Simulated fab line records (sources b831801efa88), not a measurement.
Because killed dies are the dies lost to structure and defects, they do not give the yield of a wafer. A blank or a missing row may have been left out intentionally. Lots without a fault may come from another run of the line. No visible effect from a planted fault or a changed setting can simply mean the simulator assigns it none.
Which tool is to blame? ; flow sky130 ; 7 lots, 21 wafers sampled, at 2 steps of a route of 708

WHAT EACH GAUGE READ, for each wafer
SKY_CONTACT_CD_MEAS_14: target cd 170 nm.
lot;measured;on;cd nm (nm)
L643;day 32 18:47;cd sem-01;169.9 170.5 171.2
L645;day 33 07:27;cd sem-02;168.8 167.5 168.2
L647;day 33 23:40;cd sem-02;173.1 172.4 171.8
L651;day 35 00:46;cd sem-02;169.8 167.8 168.3
L653;day 36 00:37;cd sem-02;171.4 172.0 172.3
L657;day 37 01:00;cd sem-02;168.9 171.1 169.3
L664;day 38 22:54;cd sem-02;170.8 171.2 171.7

EACH LOT AND THE TOOL THAT RAN IT (in order: tool; ch and the chambers of the sampled wafers; start)
lot;SKY_PWDE_IMPLANT_08
L643;implanter-04 ch 0, day 4 07:12
L645;implanter-04 ch 0, day 4 20:30
L647;implanter-02 ch 0, day 5 08:25
L651;implanter-01 ch 0, day 6 05:32
L653;implanter-04 ch 0, day 6 20:40
L657;implanter-04 ch 0, day 7 16:00
L664;implanter-04 ch 0, day 9 05:46
- SKY_PWDE_IMPLANT_08

THE ANSWER, worked out from the rows above alone
Rule: the lots themselves supply what counts as usual. The widest of any qualifying gaps counts: lots, ordered by their means at a reading, are off when they make up no more than a third of the lots, leave a main group of 4 or more, and stand apart from it by 3 or more times the standard deviation of that group's means. The tables above print the reading to a certain number of digits; a main group whose means all agree to those digits is not used. A lot without any number at a reading at which 4 lots or more have one is off too. Where the step has rows for the other lots, those lots are counted as sound.
No lot is off on any of the readings shown, so nothing can be concluded from this.

WHAT HAD BEEN PUT IN BY THE SIMULATOR
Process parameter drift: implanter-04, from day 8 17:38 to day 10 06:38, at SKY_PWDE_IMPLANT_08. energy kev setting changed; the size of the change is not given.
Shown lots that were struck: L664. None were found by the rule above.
